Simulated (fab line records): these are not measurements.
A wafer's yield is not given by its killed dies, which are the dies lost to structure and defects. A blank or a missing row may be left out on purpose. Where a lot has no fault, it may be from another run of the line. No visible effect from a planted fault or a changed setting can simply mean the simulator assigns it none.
2 desks looking at one fault :: flow sky130 :: numbers are kept per desk, each desk with only its own; the story behind them comes last

AT THE TOOL OWNER'S DESK: rie-si-01
The tool's own readings at SKY_POLY_GATE_ETCH_17 (etches poly-Si in HBr/Cl2, stops on SiO2, target depth 180 nm, time 70.5 s): means of the sampled wafers that have a number, for each lot that ran on this tool. A lot is out of limits, marked OUT, if its mean lies more than 4 standard deviations from the usual mean; the brackets give that distance.
Columns: A = drypump-motor-current-A at SKY_POLY_GATE_ETCH_17, usual 5.9 A; B = mfc-cl2-sccm at SKY_POLY_GATE_ETCH_17, usual 49.99 sccm; C = oes-product-au at SKY_POLY_GATE_ETCH_17, usual 0.979 a.u.; D = throttle-valve-pct at SKY_POLY_GATE_ETCH_17, usual 33.684 %
lot: L122
first seen here: day 18 16:20
A: 5.7
B: 49.97
C: 0.982
D: 33.680

lot: L123
first seen here: day 18 19:19
A: 6.1
B: 50.01
C: 0.979
D: 33.677

lot: L128
first seen here: day 19 02:26
A: 6.3
B: 50.16
C: 0.978
D: 33.685

lot: L133
first seen here: day 25 06:47
A: 5.9
B: 49.87
C: 0.976
D: 33.678

lot: L137
first seen here: day 26 03:04
A: 6.1
B: 50.04
C: 0.931 (-5.5) OUT
D: 33.691
This desk finds L137 out of limits, L137 being first, at day 26 03:04 (oes-product-au at SKY_POLY_GATE_ETCH_17). L122, L123, L128, L133 stayed within limits.

AT THE METROLOGY DESK
Lot by lot, what the gauges showed, no matter which tool ran the lot: averages of those sampled wafers that carry a number. A lot is out of limits, marked OUT, if its mean lies more than 4 standard deviations from the usual mean; the brackets give that distance.
Columns: A = SONOS_ONO_CVD_04_THK at SKY_SONOS_ONO_THK_MEAS_05, usual 5.67 nm; B = LDD_N_OVL at SKY_LDD_N_OVL_MEAS_07, usual -1.1 nm
lot: L119
first seen here: day 12 20:05
A: 5.55
B: -0.3

lot: L120
first seen here: day 13 01:20
A: 5.67
B: 0.9

lot: L122
first seen here: day 13 13:20
A: 5.60
B: 0.2

lot: L123
first seen here: day 13 18:04
A: 5.65
B: -2.0

lot: L127
first seen here: day 13 22:19
A: 5.60
B: -1.3

lot: L128
first seen here: day 13 22:19
A: 5.74
B: -3.0

lot: L131
first seen here: day 13 23:34
A: 5.78
B: -2.4

lot: L133
first seen here: day 19 22:25
A: 5.60
B: 2.3

lot: L134
first seen here: day 20 09:58
A: 5.76
B: -0.4

lot: L137
first seen here: day 20 15:32
A: 5.64
B: -0.7

lot: L139
first seen here: day 20 16:47
A: 5.67
B: -2.0

lot: L140
first seen here: day 20 21:43
A: 5.78
B: -2.0

lot: L141
first seen here: day 21 01:30
A: 5.63
B: -1.3
This desk's finding: nothing out of limits on any of the 13 lots.

BROUGHT TOGETHER
At day 26 03:04, on L137, the tool owner's desk was in a position to raise an alarm.
The metrology desk saw nothing out of limits.
The metrology desk holds a record of L137, inside its limits.
All the named lots went through SKY_POLY_GATE_ETCH_17 on rie-si-01.

WHAT WAS PUT IN BY THE SIMULATOR
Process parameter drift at SKY_POLY_GATE_ETCH_17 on rie-si-01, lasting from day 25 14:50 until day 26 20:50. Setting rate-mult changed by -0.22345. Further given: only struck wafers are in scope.
Struck lots among those shown: L137.
Time in hours from fault onset to the first out-of-limits reading at each desk: the tool owner's desk, 12.
